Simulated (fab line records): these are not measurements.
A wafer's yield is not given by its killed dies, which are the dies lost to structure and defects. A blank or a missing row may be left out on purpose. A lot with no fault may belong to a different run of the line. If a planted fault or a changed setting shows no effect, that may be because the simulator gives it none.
The same fault as seen by 2 desks | flow gf180mcu | each desk has only its own numbers; what lay behind them comes last

## AT THE METROLOGY DESK
Means of the sampled wafers that have a number, per lot and without regard to the tool the lot ran on: this is what the gauges read. The brackets show how far a lot's mean lies from the usual mean; more than 4 standard deviations puts the lot out of limits, marked OUT.
Columns: A = V2_W_RS at GF_V2_RS_MEAS_24, usual 0.329 ohm/sq; B = M3_OVL at GF_M3_OVL_MEAS_15, usual -2 nm; C = cd nm at GF_V3_CD_MEAS_14, usual 260.1 nm
lot  | first seen here | A     | B   | C
L113 | day 20 18:41    | 0.334 | 1   | 262.2
L114 | day 21 07:56    | 0.332 | 2   | 258.0
L115 | day 21 12:08    | 0.334 | -1  | 260.9
L116 | day 21 21:52    | 0.323 | -6  | 258.6
L117 | day 22 07:31    | 0.326 | 4   | 259.7
L122 | day 24 02:45    | 0.329 | -11 | 259.0
L124 | day 24 19:56    | 0.329 | 0   | 266.6 (+5.4) OUT
L125 | day 25 02:29    | 0.322 | -1  | 268.9 (+7.3) OUT
L128 | day 25 23:00    | 0.325 | 2   | 260.5
L131 | day 26 19:27    | 0.330 | -0  | 259.3
L133 | day 27 15:26    | 0.330 | -2  | 260.9
L134 | day 27 18:48    | 0.329 | 1   | 258.8
L135 | day 27 23:20    | 0.331 | -5  | 261.4
Finding of this desk: L124, L125 out of limits; the first was L124 at day 26 15:57, on cd nm at GF_V3_CD_MEAS_14. Within limits: L113, L114, L115, L116, L117, L122, L128, L131, L133, L134, L135.

## TOOL OWNER'S DESK, litho track-03
At GF_V3_SOFTBAKE_10 (time 57 s), the tool's own readings, given per lot that ran on this tool as the mean of the sampled wafers with a number. The brackets show how far a lot's mean lies from the usual mean; more than 4 standard deviations puts the lot out of limits, marked OUT.
Columns: A = heater power total W at GF_V3_SOFTBAKE_10, usual 94.63 W; B = plate temp C at GF_V3_SOFTBAKE_10, usual 129.99 C
lot  | first seen here | A               | B
L116 | day 23 10:00    | 94.65           | 129.86
L124 | day 26 05:00    | 97.45 (+37) OUT | 133.12 (+21) OUT
L125 | day 26 12:00    | 97.38 (+36) OUT | 133.06 (+20) OUT
L135 | day 29 06:00    | 94.66           | 130.00
Finding of this desk: L124, L125 out of limits; the first was L124 at day 26 05:00, on heater power total W at GF_V3_SOFTBAKE_10. Within limits: L116, L135.

## TAKEN TOGETHER
The tool owner's desk could have raised an alarm at day 26 05:00, on L124, L125.
L124, L125 would have let the metrology desk raise an alarm at day 26 15:57.
The lots listed all ran GF_V3_SOFTBAKE_10 on litho track-03.

## WHAT THE SIMULATOR HAD PUT IN
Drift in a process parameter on litho track-03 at GF_V3_SOFTBAKE_10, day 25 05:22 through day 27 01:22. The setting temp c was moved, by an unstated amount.
Struck lots among those shown: L124, L125.
Time in hours from fault onset to the first out-of-limits reading at each desk: tool owner's desk 24, metrology desk 35.
